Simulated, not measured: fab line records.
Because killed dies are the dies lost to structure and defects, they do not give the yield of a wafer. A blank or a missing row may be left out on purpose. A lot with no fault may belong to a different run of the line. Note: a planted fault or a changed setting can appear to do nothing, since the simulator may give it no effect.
The tool behind it: which one?    flow sky130    11 lots with 33 wafers sampled at 6 steps, on a route of 708 steps

## WHAT THE GAUGES SHOWED, per wafer
The record lacks any reading of a measuring or inspecting step that a usual standard deviation could be used to judge.

## WHICH TOOL RAN EACH LOT (tool, then ch and the chambers of the sampled wafers, then the start)
lot   SKY_VIA3_ETCH_15                    SKY_VIA3_STRIP_16                     SKY_METAL4_SPUTTER_00         SKY_METAL4_SPUTTER_01         SKY_METAL4_SPUTTER_03         SKY_PAD_OPEN_PROBE_99
L699  rie-diel-03 ch 0,2, day 39 08:28    plasma-asher-02 ch 0,1, day 39 08:32  pvd-sputter-03, day 39 09:54  pvd-sputter-03, day 39 09:55  pvd-sputter-03, day 39 09:59  prober-02, day 45 12:09
L700  rie-diel-04 ch 1,2,3, day 39 14:56  plasma-asher-01 ch 0,1, day 39 15:00  pvd-sputter-01, day 39 16:15  pvd-sputter-01, day 39 16:16  pvd-sputter-01, day 39 16:20  prober-01, day 45 17:27
L701  rie-diel-01 ch 0,2,3, day 39 23:00  plasma-asher-02 ch 0,1, day 39 23:04  pvd-sputter-03, day 40 00:17  pvd-sputter-03, day 40 00:19  pvd-sputter-03, day 40 00:23  prober-02, day 46 01:08
L704  rie-diel-01 ch 0,1,2, day 41 05:49  plasma-asher-04 ch 0,1, day 41 05:52  pvd-sputter-03, day 41 07:07  pvd-sputter-03, day 41 07:08  pvd-sputter-03, day 41 07:13  prober-01, day 47 01:28
L708  rie-diel-04 ch 0,1,2, day 42 11:07  plasma-asher-01 ch 0,1, day 42 11:10  pvd-sputter-03, day 42 12:25  pvd-sputter-03, day 42 12:26  pvd-sputter-03, day 42 12:31  prober-02, day 48 03:42
L709  rie-diel-03 ch 0,2, day 42 17:53    plasma-asher-02 ch 0, day 42 17:57    pvd-sputter-03, day 42 19:15  pvd-sputter-03, day 42 19:16  pvd-sputter-03, day 42 19:20  prober-01, day 48 10:04
L710  rie-diel-01 ch 0,1,3, day 43 00:47  plasma-asher-02 ch 0,1, day 43 00:51  pvd-sputter-02, day 43 02:20  pvd-sputter-02, day 43 02:21  pvd-sputter-02, day 43 02:25  prober-02, day 48 15:08
L716  rie-diel-01 ch 0,2,3, day 44 13:52  plasma-asher-02 ch 0,1, day 44 13:57  pvd-sputter-03, day 44 15:20  pvd-sputter-03, day 44 15:21  pvd-sputter-03, day 44 15:25  prober-02, day 49 19:12
L719  rie-diel-04 ch 0,1,3, day 45 12:25  plasma-asher-04 ch 0,1, day 45 12:29  pvd-sputter-03, day 45 14:08  pvd-sputter-03, day 45 14:10  pvd-sputter-03, day 45 14:14  prober-01, day 50 14:16
L721  rie-diel-04 ch 0,2, day 45 17:38    plasma-asher-02 ch 0,1, day 45 17:42  pvd-sputter-03, day 45 18:58  pvd-sputter-03, day 45 18:59  pvd-sputter-03, day 45 19:02  prober-01, day 50 17:44
L722  rie-diel-04 ch 1,2, day 45 19:52    plasma-asher-02 ch 0,1, day 45 19:56  pvd-sputter-03, day 45 21:18  pvd-sputter-03, day 45 21:19  pvd-sputter-03, day 45 21:23  prober-02, day 50 19:20
- SKY_VIA3_ETCH_15: etches SiO2 in C4F8/O2/Ar, stops on TiN, target depth 507 nm, time 78 s.
- SKY_VIA3_STRIP_16: strips in O2/N2.
- SKY_METAL4_SPUTTER_00: material Ti, target thk 15 nm, time 10 s.
- SKY_METAL4_SPUTTER_01: material TiN, target thk 20 nm, time 16.7 s.
- SKY_METAL4_SPUTTER_03: material Ti, target thk 5 nm, time 3.3 s.
- SKY_PAD_OPEN_PROBE_99

## AS READ BY THE TOOLS THEMSELVES (means over the sampled wafers that have a number; for cases with no such wafer, the mark the record gives instead)
SKY_VIA3_ETCH_15.
lot   tool         oes-product-au (a.u.)  run-length-s (s)
L699  rie-diel-03  0.946                  106.3
L700  rie-diel-04  0.942                  106.0
L701  rie-diel-01  0.950                  106.3
L704  rie-diel-01  0.948                  106.3
L708  rie-diel-04  0.947                  106.1
L709  rie-diel-03  0.944                  106.2
L710  rie-diel-01  0.943                  106.0
L716  rie-diel-01  0.964                  101.4
L719  rie-diel-04  0.946                  106.0
L721  rie-diel-04  0.943                  106.5
L722  rie-diel-04  0.947                  106.5

SKY_VIA3_STRIP_16.
lot   tool             drypump-motor-current-A (A)  n2-flow-sccm (sccm)  oes-product-au (a.u.)  strip-time-to-endpoint-s (s)
L699  plasma-asher-02  5.6                          301.0                0.402                  4.116
L700  plasma-asher-01  5.5                          300.1                0.401                  4.123
L701  plasma-asher-02  5.4                          300.4                0.401                  4.135
L704  plasma-asher-04  5.9                          299.1                0.404                  4.119
L708  plasma-asher-01  5.4                          300.7                0.401                  4.146
L709  plasma-asher-02  5.9                          298.9                0.397                  4.133
L710  plasma-asher-02  5.6                          300.1                0.398                  4.102
L716  plasma-asher-02  5.6                          298.9                0.405                  4.183
L719  plasma-asher-04  6.1                          300.2                0.404                  4.122
L721  plasma-asher-02  5.4                          299.6                0.399                  4.154
L722  plasma-asher-02  5.6                          299.3                0.401                  4.120

SKY_METAL4_SPUTTER_00.
lot   tool            throttle-valve-pct (%)
L699  pvd-sputter-03  30.7
L700  pvd-sputter-01  30.3
L701  pvd-sputter-03  30.4
L704  pvd-sputter-03  29.7
L708  pvd-sputter-03  29.5
L709  pvd-sputter-03  31.5
L710  pvd-sputter-02  29.1
L716  pvd-sputter-03  29.5
L719  pvd-sputter-03  30.7
L721  pvd-sputter-03  29.6
L722  pvd-sputter-03  29.6

SKY_METAL4_SPUTTER_01.
lot   tool            throttle-valve-pct (%)
L699  pvd-sputter-03  30.8
L700  pvd-sputter-01  30.4
L701  pvd-sputter-03  30.5
L704  pvd-sputter-03  29.8
L708  pvd-sputter-03  29.7
L709  pvd-sputter-03  31.3
L710  pvd-sputter-02  29.2
L716  pvd-sputter-03  29.6
L719  pvd-sputter-03  30.4
L721  pvd-sputter-03  29.7
L722  pvd-sputter-03  29.5

SKY_METAL4_SPUTTER_03.
lot   tool            throttle-valve-pct (%)
L699  pvd-sputter-03  30.7
L700  pvd-sputter-01  30.4
L701  pvd-sputter-03  30.5
L704  pvd-sputter-03  29.7
L708  pvd-sputter-03  29.5
L709  pvd-sputter-03  31.3
L710  pvd-sputter-02  29.1
L716  pvd-sputter-03  29.4
L719  pvd-sputter-03  30.4
L721  pvd-sputter-03  29.6
L722  pvd-sputter-03  29.5

SKY_PAD_OPEN_PROBE_99.
lot   tool       defect-limited-yield (%)  killed_at_M0_to_M3  killed_at_M4_up  killed-at-contacts  killed-at-front-end  killed-at-other  killed-dies  killed-open  killed-short
L699  prober-02  81.8                      46                  2.0              26                  15                   0.0              89           52           37
L700  prober-01  82.7                      42                  3.7              26                  13                   0.0              85           45           40
L701  prober-02  80.8                      50                  3.0              26                  15                   0.3              94           54           40
L704  prober-01  84.9                      36                  3.7              21                  14                   0.0              74           43           31
L708  prober-02  84.9                      38                  3.0              22                  12                   0.0              74           39           35
L709  prober-01  81.9                      46                  3.3              24                  16                   0.0              89           50           38
L710  prober-02  82.5                      44                  1.7              27                  14                   0.0              86           54           32
L716  prober-02  81.8                      45                  3.7              25                  15                   0.3              90           51           39
L719  prober-01  81.6                      48                  2.3              27                  13                   0.0              91           46           44
L721  prober-01  82.4                      43                  3.0              25                  16                   0.0              87           51           35
L722  prober-02  83.9                      43                  2.0              23                  11                   0.7              79           45           33

## THE ANSWER, worked out from the rows above alone
Rule: what is usual is taken from the lots themselves. Put in order of their means at a reading, lots are off if they are a third of the lots or fewer, leave a main group of 4 or more, and stand apart from it by a gap of 3 or more times the standard deviation of the main group's means; of several such gaps the widest counts. Not used: any main group whose means are identical at the precision the tables above print for the reading. Also off: a lot with no number at a reading for which 4 or more lots have one. Any other lot the step has rows for is counted as sound. After the gauges, taken in route order, come the tools' own readings; for these a lot's mean is taken, as printed above. The first step at which some lot is off is used, and at that step the reading that is off furthest; a lot without a number counts as furthest.
Off: L716 (SKY_VIA3_ETCH_15, run-length-s). The main group has a mean of 106.2 s with a standard deviation of 0.18.
A tool fits if, at that step or a process step before it, it ran every lot that is off, and no sound lot after the first of them. One candidate fits, namely rie-diel-01 at SKY_VIA3_ETCH_15. Its last sound lot is L710 (day 43 00:47), its first lot that is off L716 (day 44 13:52): a fault that began between those two fits.
The tool's own readings at SKY_VIA3_ETCH_15 bear it out: on the lots that are off they differ by more than 5 times the standard deviation of the sound lots' means. oes-product-au reads 0.964 a.u. there against 0.946 a.u. on the sound lots; run-length-s reads 101.4 s there against 106.2 s on the sound lots.

## WHAT WAS PUT IN BY THE SIMULATOR
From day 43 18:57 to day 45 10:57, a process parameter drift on rie-diel-01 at SKY_VIA3_ETCH_15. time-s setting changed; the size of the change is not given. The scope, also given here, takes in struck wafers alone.
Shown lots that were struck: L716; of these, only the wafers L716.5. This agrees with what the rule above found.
